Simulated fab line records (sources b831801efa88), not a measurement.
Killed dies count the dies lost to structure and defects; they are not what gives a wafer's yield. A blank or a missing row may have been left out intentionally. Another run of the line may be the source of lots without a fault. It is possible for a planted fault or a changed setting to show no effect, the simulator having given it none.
Which tool is to blame? -- flow sky130 -- 72 wafers from 24 lots sampled at 5 of the route's 708 steps

== WHAT THE GAUGES SHOWED, per wafer ==
SKY_METAL2_RS_MEAS_05: the measuring method here is four-point-probe. Usual: METAL2_ALCU_RS typically reads 0.1268 ohm/sq, with standard deviation 0.0017.
lot,measured,on,METAL2_ALCU_RS (ohm/sq),flag
L074,day 34 08:19,film_metro-03,0.1269 0.1269 0.1274,
L075,day 34 20:33,film_metro-02,0.1266 0.1265 0.1274,
L076,day 35 05:20,film_metro-04,0.1236 0.1245 0.1281,
L077,day 35 13:53,film_metro-04,0.1241 0.1240 0.1248,
L078,day 35 17:44,film_metro-03,0.1291 0.1292 0.1298,
L079,day 36 08:11,film_metro-03,0.1263 0.1255 0.1258,
L080,day 36 10:23,film_metro-03,0.1256 0.1258 0.1253,
L081,day 36 13:17,film_metro-04,0.1242 0.1248 0.1261,
L082,day 36 20:51,film_metro-03,0.1243 0.1267 0.1253,
L083,day 37 07:14,film_metro-04,0.1239 0.1246 0.1272,
L084,day 37 09:34,film_metro-04,0.1271 0.1282 0.1269,
L085,day 37 18:31,film_metro-03,0.1300 0.1310 0.1255,
L087,day 38 08:10,film_metro-03,0.1254 0.1270 0.1271,
L086,day 38 10:01,film_metro-03,0.1292 0.1266 0.1289,
L088,day 38 10:22,film_metro-04,0.1268 0.1269 0.1263,
L089,day 39 02:04,film_metro-04,0.1253 0.1278 0.1259,
L090,day 39 08:51,film_metro-02,0.1270 0.1288 0.1275,
L091,day 39 11:47,film_metro-02,0.1279 0.1286 0.1301,
L092,day 39 17:20,film_metro-04,0.1252 0.1261 0.1242,
L093,day 40 08:09,film_metro-03,0.1279 0.1263 0.1281,
L094,day 40 09:55,film_metro-02,0.1281 0.1259 0.1268,
L095,day 40 12:14,film_metro-02,0.1296 0.1306 0.1284,
L096,day 40 21:27,film_metro-04,0.1252 0.1277 0.1263,
L097,day 41 06:11,film_metro-04,0.1254 0.1289 0.1260,

SKY_VIA4_OVL_MEAS_11. Usual: VIA4_OVL typically reads 0.1 nm, with standard deviation 1.3.
lot,measured,on,VIA4_OVL (nm),flag
L074,day 43 03:38,overlay-01,0.4 4.7 3.7,
L075,day 43 13:38,overlay-01,-0.4 -0.4 0.6,
L076,day 43 19:25,overlay-01,0.8 0.8 0.5,
L077,day 44 03:49,overlay-01,0.3 -0.8 0.4,
L078,day 44 06:10,overlay-01,-0.5 -2.4 -2.5,
L079,day 44 18:51,overlay-02,1.1 0.0 1.4,
L080,day 44 20:09,overlay-01,1.8 2.2 1.4,
L081,day 44 23:33,overlay-01,-0.3 -0.6 0.4,
L082,day 45 06:47,overlay-02,0.8 0.4 -0.8,
L083,day 45 16:59,overlay-01,1.0 1.9 -0.6,
L084,day 45 17:43,overlay-01,1.4 0.3 1.0,
L085,day 46 00:08,overlay-01,-0.9 -0.9 -0.4,
L087,day 46 12:37,overlay-01,-1.1 -1.5 -1.6,
L086,day 46 15:26,overlay-02,-0.1 -0.4 -0.6,
L088,day 46 15:28,overlay-01,-0.1 0.4 -0.2,
L089,day 47 01:17,overlay-01,0.1 -0.5 -0.8,
L090,day 47 08:11,overlay-01,-0.6 -1.0 -2.1,
L091,day 47 12:26,overlay-01,0.9 -0.5 1.0,
L092,day 47 14:40,overlay-01,3.0 1.3 0.8,
L093,day 48 01:57,overlay-02,1.9 0.8 1.4,
L094,day 48 06:09,overlay-02,1.2 -0.9 0.1,
L095,day 48 07:37,overlay-01,1.0 1.8 -0.8,
L096,day 48 15:41,overlay-01,-0.4 0.2 -0.5,
L097,day 48 19:22,overlay-02,-1.6 -0.5 -0.8,

== WHICH TOOL RAN EACH LOT (tool, then ch and the chambers of the sampled wafers, then the start) ==
lot,SKY_METAL1_SPUTTER_00,SKY_VIA2_SPUTTER_20,SKY_METAL3_ETCH_16
L074,"pvd_sputter-01, day 31 22:51","pvd_sputter-03, day 36 15:28","rie_metal-04 ch 0,1, day 38 20:44"
L075,"pvd_sputter-01, day 32 11:26","pvd_sputter-02, day 37 03:39","rie_metal-04 ch 0,1, day 39 07:37"
L076,"pvd_sputter-03, day 32 20:22","pvd_sputter-02, day 37 11:51","rie_metal-03 ch 0,1, day 39 15:07"
L077,"pvd_sputter-03, day 33 05:08","pvd_sputter-04, day 37 19:37","rie_metal-04 ch 0,1, day 39 23:47"
L078,"pvd_sputter-01, day 33 09:19","pvd_sputter-04, day 37 23:50","rie_metal-01 ch 0,1, day 40 03:16"
L079,"pvd_sputter-04, day 33 23:25","pvd_sputter-04, day 38 13:31","rie_metal-01 ch 1, day 40 16:40"
L080,"pvd_sputter-01, day 34 01:18","pvd_sputter-02, day 38 15:58","rie_metal-04 ch 0,1, day 40 18:05"
L081,"pvd_sputter-04, day 34 05:37","pvd_sputter-03, day 38 18:48","rie_metal-04 ch 0,1, day 40 20:19"
L082,"pvd_sputter-03, day 34 13:43","pvd_sputter-04, day 39 02:04","rie_metal-01 ch 0,1, day 41 05:23"
L083,"pvd_sputter-03, day 34 23:31","pvd_sputter-03, day 39 12:31","rie_metal-03 ch 0,1, day 41 15:23"
L084,"pvd_sputter-04, day 35 02:20","pvd_sputter-03, day 39 13:58","rie_metal-01 ch 0,1, day 41 16:15"
L085,"pvd_sputter-03, day 35 11:55","pvd_sputter-02, day 39 22:59","rie_metal-01 ch 0,1, day 42 01:18"
L087,"pvd_sputter-03, day 36 00:49","pvd_sputter-02, day 40 12:01","rie_metal-04 ch 0,1, day 42 14:26"
L086,"pvd_sputter-01, day 36 02:45","pvd_sputter-03, day 40 14:05","rie_metal-04 ch 0,1, day 42 16:35"
L088,"pvd_sputter-04, day 36 03:59","pvd_sputter-04, day 40 14:45","rie_metal-03 ch 0,1, day 42 16:46"
L089,"pvd_sputter-04, day 36 19:34","pvd_sputter-03, day 41 05:35","rie_metal-04 ch 0,1, day 43 05:44"
L090,"pvd_sputter-04, day 37 02:53","pvd_sputter-04, day 41 12:02","rie_metal-01 ch 0,1, day 43 12:53"
L091,"pvd_sputter-03, day 37 05:20","pvd_sputter-04, day 41 15:07","rie_metal-01 ch 0,1, day 43 16:26"
L092,"pvd_sputter-01, day 37 10:34","pvd_sputter-04, day 41 19:53","rie_metal-03 ch 0,1, day 43 19:47"
L093,"pvd_sputter-03, day 38 02:38","pvd_sputter-04, day 42 09:16","rie_metal-04 ch 0,1, day 44 08:58"
L094,"pvd_sputter-04, day 38 04:04","pvd_sputter-02, day 42 12:37","rie_metal-01 ch 0,1, day 44 13:06"
L095,"pvd_sputter-03, day 38 06:49","pvd_sputter-02, day 42 15:28","rie_metal-01 ch 0,1, day 44 15:26"
L096,"pvd_sputter-04, day 38 17:02","pvd_sputter-03, day 42 23:25","rie_metal-01 ch 0,1, day 44 22:14"
L097,"pvd_sputter-01, day 39 00:22","pvd_sputter-02, day 43 08:01","rie_metal-04 ch 0,1, day 45 06:23"
- SKY_METAL1_SPUTTER_00: material Ti, target thk 15 nm, time 10 s.
- SKY_VIA2_SPUTTER_20: material TiN, target thk 20 nm, time 81.2 s.
- SKY_METAL3_ETCH_16: etches BARC in N2/H2, stops on SiO2, time 88.2 s, target depth 60 nm.

== WHAT THE TOOLS THEMSELVES READ (means of the sampled wafers that have a number; where no wafer has one, the mark that the record gives instead) ==
SKY_METAL1_SPUTTER_00. Usual: 30.3 % for throttle_valve_pct, sd 0.93.
lot,tool,throttle_valve_pct (%),flag
L074,pvd_sputter-01,31.0,
L075,pvd_sputter-01,30.0,
L076,pvd_sputter-03,29.3,
L077,pvd_sputter-03,29.5,
L078,pvd_sputter-01,30.7,
L079,pvd_sputter-04,29.6,
L080,pvd_sputter-01,31.8,
L081,pvd_sputter-04,30.0,
L082,pvd_sputter-03,30.2,
L083,pvd_sputter-03,29.5,
L084,pvd_sputter-04,29.7,
L085,pvd_sputter-03,30.2,
L087,pvd_sputter-03,30.0,
L086,pvd_sputter-01,31.1,
L088,pvd_sputter-04,29.8,
L089,pvd_sputter-04,29.9,
L090,pvd_sputter-04,29.9,
L091,pvd_sputter-03,30.2,
L092,pvd_sputter-01,30.6,
L093,pvd_sputter-03,30.6,
L094,pvd_sputter-04,30.1,
L095,pvd_sputter-03,29.6,
L096,pvd_sputter-04,29.8,
L097,pvd_sputter-01,32.3,

SKY_VIA2_SPUTTER_20. Usual: 30.2 % for throttle_valve_pct, sd 0.88.
lot,tool,throttle_valve_pct (%),flag
L074,pvd_sputter-03,30.2,
L075,pvd_sputter-02,29.5,
L076,pvd_sputter-02,29.6,
L077,pvd_sputter-04,30.1,
L078,pvd_sputter-04,30.0,
L079,pvd_sputter-04,30.1,
L080,pvd_sputter-02,29.2,
L081,pvd_sputter-03,30.8,
L082,pvd_sputter-04,30.2,
L083,pvd_sputter-03,30.3,
L084,pvd_sputter-03,30.2,
L085,pvd_sputter-02,30.6,
L087,pvd_sputter-02,30.6,
L086,pvd_sputter-03,29.9,
L088,pvd_sputter-04,29.9,
L089,pvd_sputter-03,29.5,
L090,pvd_sputter-04,29.6,
L091,pvd_sputter-04,29.6,
L092,pvd_sputter-04,30.0,
L093,pvd_sputter-04,30.1,
L094,pvd_sputter-02,31.0,
L095,pvd_sputter-02,31.3,
L096,pvd_sputter-03,29.9,
L097,pvd_sputter-02,31.6,

SKY_METAL3_ETCH_16. Usual: drypump_motor_current_A 5.5 A, standard deviation 0.46; h2_flow_sccm 199.9 sccm, standard deviation 0.52; oes_product_au 0.626 a.u., standard deviation 0.0047; throttle_valve_pct 13.206 %, standard deviation 0.0084.
lot,tool,drypump_motor_current_A (A),h2_flow_sccm (sccm),oes_product_au (a.u.),throttle_valve_pct (%),flag
L074,rie_metal-04,5.5,199.5,0.627,13.201,
L075,rie_metal-04,5.6,199.9,0.627,13.201,
L076,rie_metal-03,5.8,199.8,0.625,13.213,
L077,rie_metal-04,5.5,200.2,0.626,13.199,
L078,rie_metal-01,5.2,200.2,0.625,13.216,
L079,rie_metal-01,5.9,199.0,0.621,13.209,
L080,rie_metal-04,5.5,199.8,0.623,13.199,
L081,rie_metal-04,5.5,200.0,0.620,13.211,
L082,rie_metal-01,5.5,200.4,0.627,13.214,
L083,rie_metal-03,5.5,199.9,0.625,13.215,
L084,rie_metal-01,5.1,199.3,0.629,13.207,
L085,rie_metal-01,5.2,199.4,0.628,13.204,
L087,rie_metal-04,5.5,200.3,0.622,13.204,
L086,rie_metal-04,5.5,199.7,0.629,13.201,
L088,rie_metal-03,5.5,199.5,0.626,13.200,
L089,rie_metal-04,5.5,199.9,0.627,13.202,
L090,rie_metal-01,5.1,199.8,0.631,13.206,
L091,rie_metal-01,5.1,200.1,0.627,13.211,
L092,rie_metal-03,5.8,199.8,0.621,13.207,
L093,rie_metal-04,5.5,199.9,0.626,13.201,
L094,rie_metal-01,5.1,199.7,0.631,13.206,
L095,rie_metal-01,5.1,200.3,0.626,13.197,
L096,rie_metal-01,5.1,199.9,0.628,13.209,
L097,rie_metal-04,5.5,199.9,0.621,13.216,

== THE ANSWER, worked out from the rows above alone ==
Rule: a lot is off if the mean of its wafers that have a number lies more than 3 standard deviations from the usual mean. A lot without any number at a reading at which 4 lots or more have one is off too. Any other lot the step has rows for is counted as sound. After the gauges, taken in route order, come the tools' own readings; for these a lot's mean is taken, as printed above. The first step at which some lot is off is used, and at that step the reading that is off furthest; a lot without a number counts as furthest.
Nothing can be told from this: no lot is off at any reading shown.

== WHAT THE SIMULATOR PUT IN ==
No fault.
